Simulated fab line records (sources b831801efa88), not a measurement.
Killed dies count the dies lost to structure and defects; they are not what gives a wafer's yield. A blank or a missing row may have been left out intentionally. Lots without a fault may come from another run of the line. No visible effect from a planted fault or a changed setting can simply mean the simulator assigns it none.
Which tool did it? / flow gf180mcu / Sampling: 12 lots, 34 wafers, 5 of 602 route steps

WHAT EACH GAUGE READ, for each wafer
GF_VT_IMPLANT_RS_MEAS_46: measurement is done with a four-point probe. Usual: MVSD_RS gives 456.4 ohm/sq (standard deviation 1.1).
lot=L197; measured=day 7 13:55; on=film-metro-03; MVSD_RS (ohm/sq)=456.0 456.3; flag=
lot=L198; measured=day 7 20:05; on=film-metro-02; MVSD_RS (ohm/sq)=457.1 455.5 456.7; flag=
lot=L199; measured=day 8 03:42; on=film-metro-02; MVSD_RS (ohm/sq)=454.9 454.9 455.0; flag=
lot=L205; measured=day 9 17:29; on=film-metro-03; MVSD_RS (ohm/sq)=456.2 458.0 457.5; flag=
lot=L207; measured=day 10 09:47; on=film-metro-03; MVSD_RS (ohm/sq)=454.6 457.2 455.8; flag=
lot=L208; measured=day 10 16:59; on=film-metro-03; MVSD_RS (ohm/sq)=457.0 458.8 457.9; flag=
lot=L210; measured=day 11 04:14; on=film-metro-03; MVSD_RS (ohm/sq)=456.6 457.1 456.4; flag=
lot=L211; measured=day 11 11:28; on=film-metro-03; MVSD_RS (ohm/sq)=456.1 455.9 457.0; flag=
lot=L212; measured=day 11 17:10; on=film-metro-02; MVSD_RS (ohm/sq)=454.1 455.3 456.3; flag=
lot=L213; measured=day 11 23:53; on=film-metro-03; MVSD_RS (ohm/sq)=457.3 456.7 457.8; flag=
lot=L214; measured=day 12 07:34; on=film-metro-02; MVSD_RS (ohm/sq)=457.4 456.7 459.0; flag=
lot=L217; measured=day 13 03:40; on=film-metro-03; MVSD_RS (ohm/sq)=456.7 456.5; flag=

GF_POLY_GATE_THK_MEAS_01. Usual: POLY_GATE_CVD_00_THK gives 199.4 nm (standard deviation 1.7).
lot=L197; measured=day 8 14:05; on=film-metro-03; POLY_GATE_CVD_00_THK (nm)=199.5 196.7; flag=
lot=L198; measured=day 8 20:16; on=film-metro-04; POLY_GATE_CVD_00_THK (nm)=201.7 199.5 201.5; flag=
lot=L199; measured=day 9 02:25; on=film-metro-03; POLY_GATE_CVD_00_THK (nm)=203.2 200.4 201.1; flag=
lot=L205; measured=day 10 16:51; on=film-metro-03; POLY_GATE_CVD_00_THK (nm)=197.9 198.8 195.0; flag=
lot=L207; measured=day 11 12:22; on=film-metro-03; POLY_GATE_CVD_00_THK (nm)=201.9 201.6 202.1; flag=
lot=L208; measured=day 11 18:58; on=film-metro-02; POLY_GATE_CVD_00_THK (nm)=201.6 199.9 201.0; flag=
lot=L210; measured=day 12 05:32; on=film-metro-02; POLY_GATE_CVD_00_THK (nm)=199.2 196.3 197.3; flag=
lot=L211; measured=day 12 13:47; on=film-metro-03; POLY_GATE_CVD_00_THK (nm)=201.8 201.8 201.8; flag=
lot=L212; measured=day 12 18:40; on=film-metro-04; POLY_GATE_CVD_00_THK (nm)=200.9 200.8 201.3; flag=
lot=L213; measured=day 13 01:19; on=film-metro-03; POLY_GATE_CVD_00_THK (nm)=197.9 197.5 197.3; flag=
lot=L214; measured=day 13 10:17; on=film-metro-02; POLY_GATE_CVD_00_THK (nm)=198.5 198.7 197.5; flag=
lot=L217; measured=day 14 07:24; on=film-metro-02; POLY_GATE_CVD_00_THK (nm)=196.0 196.9; flag=

GF_HV_LDD_THK_MEAS_57. Usual: HV_LDD_CVD_56_THK gives 89.6 nm (standard deviation 1).
lot=L197; measured=day 12 15:13; on=film-metro-03; HV_LDD_CVD_56_THK (nm)=91.7 92.0; flag=
lot=L198; measured=day 12 21:11; on=film-metro-01; HV_LDD_CVD_56_THK (nm)=89.9 89.3 89.3; flag=
lot=L199; measured=day 13 07:20; on=film-metro-01; HV_LDD_CVD_56_THK (nm)=90.4 91.0 90.2; flag=
lot=L205; measured=day 15 04:39; on=film-metro-02; HV_LDD_CVD_56_THK (nm)=89.3 89.9 89.1; flag=
lot=L207; measured=day 15 23:18; on=film-metro-02; HV_LDD_CVD_56_THK (nm)=88.8 88.5 88.8; flag=
lot=L208; measured=day 16 09:03; on=film-metro-02; HV_LDD_CVD_56_THK (nm)=88.2 88.2 88.5; flag=
lot=L210; measured=day 16 21:22; on=film-metro-01; HV_LDD_CVD_56_THK (nm)=88.0 88.3 88.7; flag=
lot=L211; measured=day 17 05:50; on=film-metro-03; HV_LDD_CVD_56_THK (nm)=90.1 90.0 89.4; flag=
lot=L212; measured=day 17 10:20; on=film-metro-01; HV_LDD_CVD_56_THK (nm)=87.6 88.3 87.7; flag=
lot=L213; measured=day 17 15:49; on=film-metro-03; HV_LDD_CVD_56_THK (nm)=90.0 89.7 88.6; flag=
lot=L214; measured=day 18 03:16; on=film-metro-01; HV_LDD_CVD_56_THK (nm)=89.8 89.7 89.5; flag=
lot=L217; measured=day 19 04:56; on=film-metro-02; HV_LDD_CVD_56_THK (nm)=90.9 90.1; flag=

GF_PSD_OVL_MEAS_08. Usual: PSD_OVL gives -0.1 nm (standard deviation 1.3).
lot=L197; measured=day 14 07:27; on=overlay-01; PSD_OVL (nm)=0.8 1.3; flag=
lot=L198; measured=day 14 15:03; on=overlay-01; PSD_OVL (nm)=-0.4 -1.6 0.4; flag=
lot=L199; measured=day 15 01:34; on=overlay-02; PSD_OVL (nm)=1.6 0.8 1.1; flag=
lot=L205; measured=day 17 00:33; on=overlay-02; PSD_OVL (nm)=-0.5 0.4 0.5; flag=
lot=L207; measured=day 17 19:56; on=overlay-02; PSD_OVL (nm)=-84.1 -82.4 -82.9; flag=OFF
lot=L208; measured=day 18 06:44; on=overlay-01; PSD_OVL (nm)=-86.7 -86.1 -85.3; flag=OFF
lot=L210; measured=day 18 18:53; on=overlay-01; PSD_OVL (nm)=-1.5 -0.4 -1.0; flag=
lot=L211; measured=day 19 04:16; on=overlay-01; PSD_OVL (nm)=0.1 0.2 -0.7; flag=
lot=L212; measured=day 19 08:59; on=overlay-01; PSD_OVL (nm)=-0.2 -1.3 -0.8; flag=
lot=L213; measured=day 19 14:30; on=overlay-02; PSD_OVL (nm)=0.2 -0.1 2.4; flag=
lot=L214; measured=day 20 03:26; on=overlay-01; PSD_OVL (nm)=-1.3 -0.9 -0.3; flag=
lot=L217; measured=day 21 05:52; on=overlay-02; PSD_OVL (nm)=-0.5 -0.4; flag=

EACH LOT AND THE TOOL THAT RAN IT (in order: tool; ch and the chambers of the sampled wafers; start)
lot=L197; GF_PSD_EXPOSE_04=iline-stepper-02 ch 0, day 13 21:37
lot=L198; GF_PSD_EXPOSE_04=iline-stepper-02 ch 0, day 14 04:32
lot=L199; GF_PSD_EXPOSE_04=iline-stepper-01 ch 0, day 14 14:47
lot=L205; GF_PSD_EXPOSE_04=iline-stepper-02 ch 0, day 16 13:29
lot=L207; GF_PSD_EXPOSE_04=iline-stepper-01 ch 0, day 17 09:06
lot=L208; GF_PSD_EXPOSE_04=iline-stepper-01 ch 0, day 17 19:10
lot=L210; GF_PSD_EXPOSE_04=iline-stepper-02 ch 0, day 18 07:10
lot=L211; GF_PSD_EXPOSE_04=iline-stepper-02 ch 0, day 18 16:10
lot=L212; GF_PSD_EXPOSE_04=iline-stepper-02 ch 0, day 18 21:21
lot=L213; GF_PSD_EXPOSE_04=iline-stepper-02 ch 0, day 19 02:55
lot=L214; GF_PSD_EXPOSE_04=iline-stepper-02 ch 0, day 19 15:28
lot=L217; GF_PSD_EXPOSE_04=iline-stepper-02 ch 0, day 20 17:48
- GF_PSD_EXPOSE_04: exposes mask Pplus, target cd 400 nm.

WHAT THE TOOLS THEMSELVES READ (means of the sampled wafers that have a number; where no wafer has one, the mark that the record gives instead)
The record holds no such reading with a usual standard deviation.

THE ANSWER, worked out from the rows above alone
Rule: a lot is off if the mean of its wafers that have a number lies more than 3 standard deviations from the usual mean. Also off: a lot with no number at a reading for which 4 or more lots have one. Any other lot the step has rows for is counted as sound. After the gauges, taken in route order, come the tools' own readings; for these a lot's mean is taken, as printed above. At the first step where some lot is off, the reading lying furthest off is the one used; lots without a number count as furthest.
Off: at GF_PSD_OVL_MEAS_08 (PSD_OVL), L207, L208.
If a tool, at a process step before that reading, ran all the lots that are off and no sound lot after the first of them, it fits. Gauges at GF_PSD_OVL_MEAS_08: tried the same way as those tools. One fits: GF_PSD_EXPOSE_04 on iline-stepper-01. Its last sound lot is L199 (day 14 14:47), its first lot that is off L207 (day 17 09:06): a fault that began between those two fits.

WHAT THE SIMULATOR HAD PUT IN
Scanner matching overlay: iline-stepper-01, from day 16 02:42 on, at GF_PSD_EXPOSE_04. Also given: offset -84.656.
Shown lots that were struck: L207, L208. The rule given above showed the same thing.
